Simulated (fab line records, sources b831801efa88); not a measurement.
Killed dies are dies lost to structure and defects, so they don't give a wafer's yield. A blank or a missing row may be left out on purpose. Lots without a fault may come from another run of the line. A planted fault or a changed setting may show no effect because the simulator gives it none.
Which tool did it? | flow sky130 | 6 lots, 18 wafers sampled, at 3 steps of a route of 708

WHAT THE GAUGES READ, wafer by wafer
SKY_PASSIVATION_THK_MEAS_01.
lot  | measured     | on            | PASSIVATION_CVD_00_THK (nm)
L719 | day 44 10:40 | film_metro-04 | 90.5 89.2 90.8
L724 | day 46 04:07 | film_metro-01 | 89.2 88.4 88.9
L725 | day 46 09:04 | film_metro-02 | 90.3 92.1 91.1
L727 | day 46 21:23 | film_metro-01 | 90.4 91.7 89.5
L734 | day 48 13:02 | film_metro-01 | 89.2 89.1 89.1
L737 | day 49 05:41 | film_metro-02 | 89.2 89.3 91.2

WHICH TOOL RAN EACH LOT (tool, then ch and the chambers of the sampled wafers, then the start)
lot  | SKY_METAL2_STRIP_20                  | SKY_METAL5_SPUTTER_04
L719 | plasma_asher-04 ch 0,1, day 35 19:20 | pvd_sputter-04, day 43 11:19
L724 | plasma_asher-04 ch 0,1, day 37 21:05 | pvd_sputter-04, day 45 06:26
L725 | plasma_asher-02 ch 0,1, day 38 03:59 | pvd_sputter-03, day 45 12:10
L727 | plasma_asher-01 ch 0,1, day 38 19:21 | pvd_sputter-04, day 46 00:15
L734 | plasma_asher-01 ch 1, day 40 21:51   | pvd_sputter-04, day 47 17:19
L737 | plasma_asher-02 ch 0, day 41 16:57   | pvd_sputter-03, day 48 11:16
- SKY_METAL2_STRIP_20: strips in O2/N2.
- SKY_METAL5_SPUTTER_04: material TiN, target thk 70 nm, time 58.3 s.

THE ANSWER, worked out from the rows above alone
Rule: what is usual is taken from the lots themselves. Put in order of their means at a reading, lots are off if they are a third of the lots or fewer, leave a main group of 4 or more, and stand apart from it by a gap of 3 or more times the standard deviation of the main group's means; of several such gaps the widest counts. A main group whose means are all the same, to the digits that the tables above print for the reading, isn't used. A lot without any number at a reading at which 4 lots or more have one is off too. The other lots that the step has rows for count as sound.
No lot is off at any reading shown: from this, nothing can be told.

WHAT THE SIMULATOR HAD PUT IN
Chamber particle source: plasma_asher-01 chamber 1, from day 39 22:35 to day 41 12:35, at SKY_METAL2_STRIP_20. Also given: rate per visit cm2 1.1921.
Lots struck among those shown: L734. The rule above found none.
